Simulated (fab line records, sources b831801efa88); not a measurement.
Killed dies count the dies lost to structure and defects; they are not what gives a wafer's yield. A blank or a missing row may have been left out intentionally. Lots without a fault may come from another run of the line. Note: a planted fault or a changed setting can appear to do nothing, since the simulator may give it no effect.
The same fault as seen by 2 desks ; flow sky130 ; what lay behind the numbers comes last; until then each desk has only its own

== THE METROLOGY DESK ==
Lot by lot, what the gauges showed, no matter which tool ran the lot: averages of those sampled wafers that carry a number. A lot is out of limits, marked OUT, if its mean lies more than 4 standard deviations from the usual mean; the brackets give that distance.
Columns: A = cdNm at SKY_FIELD_ISO_CD_MEAS_13, usual 149.8 nm; B = FIELD_ISO_OXIDATION_01_THK at SKY_FIELD_ISO_THK_MEAS_23, usual 10.07 nm; C = FIELD_ISO_CVD_24_THK at SKY_FIELD_ISO_THK_MEAS_25, usual 594 nm
lot;first seen here;A;B;C
L994;day 3 19:05;150.7;10.37;588
L997;day 4 08:24;149.5;10.43;600
L999;day 4 21:13;151.5;10.07;594
L101;day 5 06:17;149.5;9.81;592
L103;day 5 15:52;148.0;10.02;592
L109;day 7 01:11;151.5;9.98;589
This desk's verdict: no lot among the 6 shows anything out of limits.

== TOOL OWNER'S DESK, rieSi-01 ==
The tool's own readings at SKY_FIELD_ISO_ETCH_17 (etches Si in HBr/Cl2/O2, target depth 342 nm, time 97.7 s): means of the sampled wafers that have a number, for each lot that ran on this tool. A lot is out of limits, marked OUT, if its mean lies more than 4 standard deviations from the usual mean; the brackets give that distance.
Columns: A = drypumpMotorCurrentA at SKY_FIELD_ISO_ETCH_17, usual 5.9 A; B = oesProductAu at SKY_FIELD_ISO_ETCH_17, usual 1.000 a.u.; C = throttleValvePct at SKY_FIELD_ISO_ETCH_17, usual 25.656 %
lot;first seen here;A;B;C
L994;day 3 19:23;5.8;1.004;25.647
L997;day 4 08:41;5.6;1.011;25.641
L999;day 4 21:29;5.7;1.007;25.652
L101;day 5 06:35;5.8;0.911 (-6.9) OUT;25.708 (+4.3) OUT
L103;day 5 16:08;5.8;0.948 (-4.0) OUT;25.688
This desk's verdict: out of limits on L101, L103, starting with L101 at day 5 06:35 (oesProductAu at SKY_FIELD_ISO_ETCH_17). L994, L997, L999 stayed within limits.

== TAKEN TOGETHER ==
An alarm could have come from the tool owner's desk at day 5 06:35, on L101, L103.
The metrology desk saw nothing out of limits.
The metrology desk holds a record of L101, L103, inside its limits.
On rieSi-01, each named lot ran SKY_FIELD_ISO_ETCH_17.

== WHAT HAD BEEN PUT IN BY THE SIMULATOR ==
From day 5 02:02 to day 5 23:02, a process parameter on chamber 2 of rieSi-01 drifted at SKY_FIELD_ISO_ETCH_17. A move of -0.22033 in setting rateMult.
Shown lots that were struck: L101, L103.
Each desk's first reading out of limits, in hours after the fault started: the tool owner's desk, 5.
